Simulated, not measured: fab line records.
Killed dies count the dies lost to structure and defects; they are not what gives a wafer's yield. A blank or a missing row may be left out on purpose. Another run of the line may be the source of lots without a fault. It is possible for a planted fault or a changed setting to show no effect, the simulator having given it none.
Problem report in the 8D (eight disciplines) form, filled by code :: flow gf180mcu :: the parts of the form that need people (team, actions taken, sign-off) are left out

## 1. THE PROBLEM
Mean MVPSD_RS at GF_VT_IMPLANT_RS_MEAS_49: 1224 ohm/sq over 3 wafers in 3 lots; fault-free wafers: 1168 ohm/sq, standard deviation 3.3. Measured from the usual mean, that is +17 standard deviations.
The step: measures by four-point-probe.
First observed at day 10 21:35: wafer L493.6, on film-metro-04. The record holds 37 wafers of 13 lots with a number at this step. By rule, "out" or "out of limits" means more than 4 standard deviations away from the usual mean. Any other wafer with a number is counted as sound.

## 2. WHAT THIS IS AND IS NOT
question: which readings at this step
is: MVPSD_RS
is not: -

question: which lots
is: L493, L495, L496
is not: L481, L482, L483, L485, L486, L487, L488, L490, L500, L501

question: which wafers of those lots
is: L493.6, L495.6, L496.4
is not: L493.1, L495.5, L496.3, L496.5

question: read on which gauges
is: film-metro-02, film-metro-03, film-metro-04
is not: -

question: when
is: from day 10 21:35
is not: up to then (25 sound wafers); but 9 sound wafers of L495, L496, L500, L501 came after

## 3. SUSPECTS, AND WHAT RULES EACH OUT
Counting: a tool at a process step up to the reading stays a suspect if it ran every lot that is out. Sound lots after the first of them don't rule it out here, since some wafers of a struck lot are sound.
- ruled out: the gauge at GF_VT_IMPLANT_RS_MEAS_49. The wafers that are out were read on 3 gauges (film-metro-02, film-metro-03, film-metro-04).
- implanter-01 at GF_MVPSD_IMPLANT_09: kept. It processed each lot that is out (first: L493, day 8 01:25); up to then, its last sound lot is L488 (day 6 17:58). Its own readings are out on those wafers: beam-on-s, faraday-current-uA.
Remaining after the count: implanter-01 at GF_MVPSD_IMPLANT_09.

## 4. THE CAUSE (what the simulator had put in)
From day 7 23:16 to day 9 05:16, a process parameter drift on implanter-01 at GF_MVPSD_IMPLANT_09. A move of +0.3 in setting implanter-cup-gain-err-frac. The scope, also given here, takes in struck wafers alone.
The count eliminated every tool but this one.

## 5. THE EFFECT CHAIN, in route order
One row per reading whose mean, taken over the struck wafers that have a number, lies over 3 standard deviations from the usual. Readings are gone through only where the record gives a usual standard deviation; hours: the median, over the lots, of the time from a lot's start at the first step in this table giving one to that lot's start at this step; sigmas: the change measured in usual standard deviations.
hours: 0
step: GF_MVPSD_IMPLANT_09
reading: beam-on-s
usual: 10.00 s
on struck wafers: 7.71
change: -2.29
sigmas: -12

hours: 0
step: GF_MVPSD_IMPLANT_09
reading: faraday-current-uA
usual: 28.2
on struck wafers: 36.6
change: +8.4
sigmas: +15

hours: 70
step: GF_VT_IMPLANT_RS_MEAS_49
reading: MVPSD_RS
usual: 1168 ohm/sq
on struck wafers: 1224
change: +56
sigmas: +17
It contains these process steps:
- GF_MVPSD_IMPLANT_09
Later steps that measure or inspect, where all struck wafers having a row at the step show a number for every such reading and not one has moved that far: GF_V1_THK_MEAS_01.

## 6. WHAT WOULD HAVE CAUGHT IT SOONER
In this record the first reading out of limits at a measuring or inspecting step was taken at day 10 21:35, 70 hours after the fault began at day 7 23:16.
The tool's own readings at GF_MVPSD_IMPLANT_09 were out on every struck wafer that the step has a row for (beam-on-s, faraday-current-uA): an alarm limit on them would have fired on the first of those.
The start of GF_MVPSD_IMPLANT_09 on implanter-01 came by day 10 21:35 for every one of the lots that are out (3). Tool hold at that time: it would have spared none of them.
